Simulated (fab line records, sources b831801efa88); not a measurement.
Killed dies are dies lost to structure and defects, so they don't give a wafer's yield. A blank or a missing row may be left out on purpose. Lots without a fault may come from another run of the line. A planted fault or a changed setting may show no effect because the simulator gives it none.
Chamber matching | flow sky130 | SKY_FIELD_ISO_CMP_27 on cmp-02: 4 sister chambers
The step polishes, stops on Si3N4, t overpolish 16 s, target thk 457.8 nm. 4 wafers are shown with their chamber, then 7 later ones without.

WAFERS WITH THEIR CHAMBER
wafer  | chamber | motor_current_A (A)
L610.1 | 0       | 11.7
L610.5 | 1       | 10.5
L612.1 | 3       | 13.5
L612.3 | 2       | 11.2

WAFERS WITHOUT THEIR CHAMBER
wafer  | motor_current_A (A)
L612.5 | 10.9
L618.2 | 10.7
L618.5 | 10.8
L618.6 | 10.2
L619.2 | 11.3
L619.3 | 10.4
L619.4 | 13.1

WHICH CHAMBER EACH WENT THROUGH
wafer  | from the rows above          | in truth
L612.5 | can't be placed: 2 or 1 or 0 | 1
L618.2 | can't be placed: 1 or 2      | 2
L618.5 | can't be placed: 1 or 2      | 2
L618.6 | 1                            | 1
L619.2 | can't be placed: 2 or 0      | 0
L619.3 | 1                            | 1
L619.4 | 3                            | 3
Placed correctly: 3 of 7. Can't be placed from these rows: 4 (the true chamber is among the candidates in 4). Placed wrongly: 0.
How it was worked out, from the rows above alone: a wafer's distance from a chamber is the root of the sum, over the readings, of the square of ((its reading less the chamber's mean) divided by the reading's scatter). The wafer belongs to the nearest chamber; if the next one is less than 2 further off, it can't be placed. A chamber's mean is the mean of its shown wafers. The scatter: with one shown wafer a chamber, the root of the mean of the squares of how far each hidden wafer lies from its nearest shown one.
